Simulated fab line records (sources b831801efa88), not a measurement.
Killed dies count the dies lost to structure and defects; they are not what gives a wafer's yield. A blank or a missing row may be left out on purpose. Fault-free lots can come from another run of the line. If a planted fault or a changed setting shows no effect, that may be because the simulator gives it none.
Lot-split experiment | flow sky130 | 5 lots, 19 wafers read, on a route of 708 steps

ON THE SPLIT
At SKY_METAL1_METAL_ETCH_19 (etches the open film in Cl2/BCl3, stops on SiO2, target depth 360 nm, time 78 s), the setting time_s was moved away from the recipe's 78 s on 6 of the 19 wafers read, by -6.4% to +10.9%. This setting was run at the recipe's value on the other wafers.

The split's own step is where the reading is taken.

THE READING
KrF-thick_of_METAL1_COAT_10.thk_nm (the simulator's own value, which no gauge read), in nm, at SKY_METAL1_METAL_ETCH_19 (etches the open film in Cl2/BCl3, stops on SiO2, target depth 360 nm, time 78 s). The file gives no usual value for it. Average 157.6 nm, standard deviation 3.9 nm, over the 13 wafers here run with the recipe.

wafer  | tool, chamber at the split | time_s as run, s | against the recipe | KrF-thick_of_METAL1_COAT_10.thk_nm, nm | against lot-mates on the recipe
L074.1 | rie_metal-02, 1            | 86.47            | +10.9%             | 131.8                                  | -25.0
L074.3 | rie_metal-02, 1            | 78               | recipe             | 155.5                                  | -
L074.4 | rie_metal-02, 0            | 86.47            | +10.9%             | 132.5                                  | -24.3
L074.5 | rie_metal-02, 0            | 78               | recipe             | 157.9                                  | -
L074.6 | rie_metal-02, 1            | 78               | recipe             | 157.1                                  | -
L080.1 | rie_metal-01, 0            | 78               | recipe             | 163.4                                  | -
L080.2 | rie_metal-01, 1            | 73               | -6.4%              | 175.5                                  | +14.6
L080.3 | rie_metal-01, 0            | 73               | -6.4%              | 178.9                                  | +18.0
L080.4 | rie_metal-01, 1            | 73               | -6.4%              | 174.3                                  | +13.4
L080.5 | rie_metal-01, 1            | 78               | recipe             | 158.5                                  | -
L081.1 | rie_metal-01, 0            | 78               | recipe             | 159.9                                  | -
L081.3 | rie_metal-01, 1            | 78               | recipe             | 157                                    | -
L081.6 | rie_metal-01, 0            | 78               | recipe             | 161.2                                  | -
L083.1 | rie_metal-01, 1            | 73.56            | -5.7%              | 168.8                                  | +7.2
L083.2 | rie_metal-01, 0            | 78               | recipe             | 161.9                                  | -
L083.4 | rie_metal-01, 0            | 78               | recipe             | 161.2                                  | -
L085.2 | rie_metal-02, 0            | 78               | recipe             | 149.8                                  | -
L085.3 | rie_metal-02, 1            | 78               | recipe             | 152.6                                  | -
L085.4 | rie_metal-02, 0            | 78               | recipe             | 152.5                                  | -

THE FIT
A straight line over all 19 wafers: KrF-thick_of_METAL1_COAT_10.thk_nm changes by -2.49 nm for each +1% of time_s; r = -0.95; the points scatter about the line by 3.8 nm.
The same after taking each lot's own level away (the mean of its wafers on the recipe; 19 wafers): -2.23 nm for each +1%; r = -0.98; scatter 2.1 nm.
That fit puts the effect of the largest move of time_s on the reading at 24 nm.
The span of the lots' own levels, 151.63 to 161.55 nm, comes to 2.5 times the standard deviation stated above.
So the slope is not independent of the lot-to-lot level: the two fits are not the same.
Check: -24 nm against its lot-mates is what the line predicts for one of the wafers moved furthest among these (+10.9%) when that wafer is left out of the fit. Against them it came out at -25 nm.

FURTHER SPLITS ON THESE WAFERS
These wafers also went through other splits before the reading. Each is held against what the fit with the lots' levels taken away leaves over:
other split on the same wafers           | wafers away from the commonest value | r with KrF-thick_of_METAL1_COAT_10.thk_nm (lot level and that fit taken away)
SKY_SD_N_STRIP_11 power_w                | 6                                    | +0.25
SKY_LI_CONTACT_ETCH_14 time_s            | 5                                    | -0.29
SKY_LI_CONTACT_CVD_21 temp_c             | 9                                    | -0.11
SKY_LI_CONTACT_CMP_24 platen_rpm         | 8                                    | -0.24
SKY_LOCAL_INTERCONNECT_EXPOSE_08 dose_mj | 2                                    | +0.02
SKY_CONTACT_HDPCVD_02 time_s             | 6                                    | +0.29
SKY_CONTACT_SPUTTER_23 time_s            | 6                                    | -0.11
SKY_METAL1_SPUTTER_00 power_w            | 2                                    | +0.10

THE WHOLE CHAIN: every reading that the file lists as answering this split, in the file's order
step                     | what it does                                                                    | reading                                                                             | change (the file's fit)              | r (the file's)
SKY_METAL1_METAL_ETCH_19 | etches the open film in Cl2/BCl3, stops on SiO2, target depth 360 nm, time 78 s | KrF-thick_of_METAL1_COAT_10.thk_nm (the simulator's own value, which no gauge read) | -2.2 nm for each +1% of the setting  | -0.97
SKY_METAL1_STRIP_20      | strips in O2/N2                                                                 | strip_time_to_endpoint_s                                                            | withheld for each +1% of the setting | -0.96

THE FILE'S OWN FIT
KrF-thick_of_METAL1_COAT_10.thk_nm changes by -2.2 nm for each +1% of time_s, r = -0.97.
